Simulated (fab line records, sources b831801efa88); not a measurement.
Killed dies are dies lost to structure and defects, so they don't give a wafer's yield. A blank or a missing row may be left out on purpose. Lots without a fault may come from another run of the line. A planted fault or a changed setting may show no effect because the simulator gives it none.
A struck lot beside a sound one | flow sky130 | 16 steps out of a route of 708
Sound: wafers L408.1, L408.4, L408.6. Struck: wafers L424.4, L424.5, L424.6. The cause comes at the end.
At each step with rows: each side's tool, then ch and its chambers, then its first start. Under that, the readings that differ: sound wafers | struck wafers | difference of the means | sigmas: that difference in standard deviations of wafers without a fault.
alike: readings whose means differ by less than 2 such deviations, and words and numbers that are the same on both sides. not compared: withheld readings, readings that some wafer has no value for, bounds like >300 that may hide the same value, and numbers for which the record gives no deviation and whose values overlap.
The two part at a step that has a row with sigmas, a row that says differs or no value, or rows on one side only. Numbers that don't overlap but have no deviation are shown without sigmas and don't part them. A reading that every wafer of one side lacks parts them only if that side has two wafers or more.

first, 5 steps without rows for these wafers: SKY_POLY_GATE_COAT_08 (resist thk 450 nm); SKY_POLY_GATE_SOFTBAKE_09 (time 90 s); SKY_POLY_GATE_EXPOSE_10 (exposes mask P1M, target cd 150 nm); SKY_POLY_GATE_PEB_11; SKY_POLY_GATE_DEVELOP_12 (develop time 60 s).
SKY_POLY_GATE_CD_MEAS_13: target cd 150 nm.
  sound on cd_sem-02, day 16 11:29; struck on cd_sem-01, day 22 14:45
  alike: cd_nm
SKY_POLY_GATE_OVL_MEAS_14:
  sound on overlay-02, day 16 11:36; struck on overlay-02, day 22 14:50
  alike: POLY_GATE_OVL
SKY_POLY_GATE_ETCH_15: etches BARC in N2/H2, stops on SiO2, time 118.5 s, target depth 110 nm.
  sound on rie_diel-03 ch 1,3, day 16 11:38; struck on rie_diel-02 ch 1,2,3, day 22 14:51
  alike: drypump_motor_current_A, oes_product_au, throttle_valve_pct
  not compared: rf_hours_counter_h
SKY_POLY_GATE_ETCH_16: etches Si3N4 in CH3F/O2, stops on poly-Si, time 147.5 s, target depth 75 nm.
  sound on rie_diel-03 ch 1,3, day 16 11:43; struck on rie_diel-02 ch 1,2,3, day 22 14:56
  alike: drypump_motor_current_A, oes_product_au, throttle_valve_pct
  not compared: rf_hours_counter_h
SKY_POLY_GATE_ETCH_17: etches poly-Si in HBr/Cl2, stops on SiO2, target depth 180 nm, time 70.5 s.
  sound on rie_si-02 ch 1,3, day 16 11:49; struck on rie_si-01 ch 0,1, day 22 15:02
  alike: drypump_motor_current_A, oes_product_au, throttle_valve_pct
  not compared: rf_hours_counter_h
SKY_POLY_GATE_STRIP_18: strips in O2/N2.
  sound on plasma_asher-02 ch 0,1, day 16 11:52; struck on plasma_asher-02 ch 0,1, day 22 15:07
  alike: drypump_motor_current_A, oes_product_au, strip_time_to_endpoint_s
  not compared: rf_hours_counter_h
then, 1 step without rows for these wafers: SKY_POLY_GATE_CLEAN_19 (cleans in SC1/SC2, time 150 s).
SKY_POLY_GATE_OXIDATION_20: stabilise 600 s, purge 300 s, target thk 4 nm.
  sound on furnace-01 ch 0, day 16 12:02; struck on furnace-02 ch 0, day 22 15:14
  reading                                          | sound             | struck               | difference | sigmas
  spike_tc_bottom_C (C)                            | 864.4 864.8 865.1 | 825.9 825.7 825.6    | -39.0      | -15
  spike_tc_centre_C (C)                            | 850.3 851.3 851.6 | 805.0 802.6 803.2    | -47.5      | -47
  spike_tc_lower_C (C)                             | 852.0 849.5 851.9 | 803.4 804.8 806.0    | -46.4      | -47
  spike_tc_top_C (C)                               | 861.1 861.7 862.2 | 810.6 813.6 812.9    | -49.3      | -21
  spike_tc_upper_C (C)                             | 849.5 848.6 848.9 | 802.1 802.4 802.9    | -46.5      | -39
  tube_center_temp_C (C)                           | 850.02 849.97 850 | 804.45 804.59 804.44 | -45.50     | -99 or more
  tube_center_temp_C_max                           | 852.4 851.8 852.7 | 806.6 806.6 806.6    | -45.7      | -99 or more
  zone_power_bottom_pct (%)                        | 24.7 24.4 24.0    | 22.3 22.2 22.4       | -2.1       | -5
  zone_power_top_pct (%)                           | 30.1 30.3 30.1    | 28.4 28.5 28.6       | -1.7       | -3
  model.SiO2_of_POLY_GATE_OXIDATION_20.thk_nm (nm) | 4.005 3.952 3.948 | 2.122 2.132 2.155    | -1.832     |
SKY_POLY_GATE_THK_MEAS_21:
  sound on film_metro-03, day 16 13:17; struck on film_metro-02, day 22 16:44
  reading                      | sound          | struck         | difference | sigmas
  POLY_GATE_OXIDATION_THK (nm) | 3.97 3.96 3.92 | 2.12 2.14 2.20 | -1.80      | -26
  not compared: hold
SKY_POLY_GATE_CD_MEAS_22:
  sound on cd_sem-01, day 16 13:20; struck on cd_sem-02, day 22 17:55
  reading | sound | struck                                                                     | difference                   | sigmas
  hold    | - - - | await_dispo/1.1h/release await_dispo/1.1h/release await_dispo/1.1h/release | no value on the sound wafers |
  alike: cd_nm
-- the record jumps here: 27 days lie between the struck wafers' starts before and after (it left off in module POLY_GATE and takes up again in module PAD_OPEN, whose first step shown is number 708 of the route) --
SKY_PAD_OPEN_PROBE_99:
  sound on prober-01, day 45 20:07; struck on prober-01, day 49 16:40
  reading                           | sound             | struck            | difference | sigmas
  model.etest.tip_p.rs_ohm_sq       | 6889 6926 6853    | 6685 6686 6685    | -204       |
  model.etest.tip_sonos.rs_ohm_sq   | 2750 2736 2751    | 2446 2428 2432    | -310       |
  model.etest.pfet_01v8.r_on_ohm_um | 2935 2922 2915    | 2748 2731 2732    | -187       |
  model.etest.res_pdiff.line_ohm_um | 1412 1398 1410    | 1306 1273 1282    | -120       |
  model.etest.res_ndiff.line_ohm_um | 782 769.9 781.6   | 710.8 706.1 712.6 | -68.0      |
  model.etest.tip_n.rs_ohm_sq       | 443.9 440.4 443.8 | 415.7 418 416.2   | -26.1      |
  model.etest.res_pdiff.rs_ohm_sq   | 197.2 195.3 194.5 | 185.7 187.3 186.2 | -9.3       |
  model.etest.pfet_01v8.drive_ua_um | 189.1 191.2 189.6 | 204.1 207.7 204.8 | +15.6      |
  alike: killed_at_M0_to_M3, killed_at_M4_up, killed_at_contacts, killed_at_front_end, killed_at_other, killed_dies, killed_open, killed_short

WHERE THEY PART
First at SKY_POLY_GATE_OXIDATION_20; last, within this record, at SKY_POLY_GATE_CD_MEAS_22. Later steps at which nothing parts them and some readings are alike: SKY_PAD_OPEN_PROBE_99.

WHY: what the simulator had put in
Process parameter drift: furnace-02, from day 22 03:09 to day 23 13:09, at SKY_POLY_GATE_OXIDATION_20. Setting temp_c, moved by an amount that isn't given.
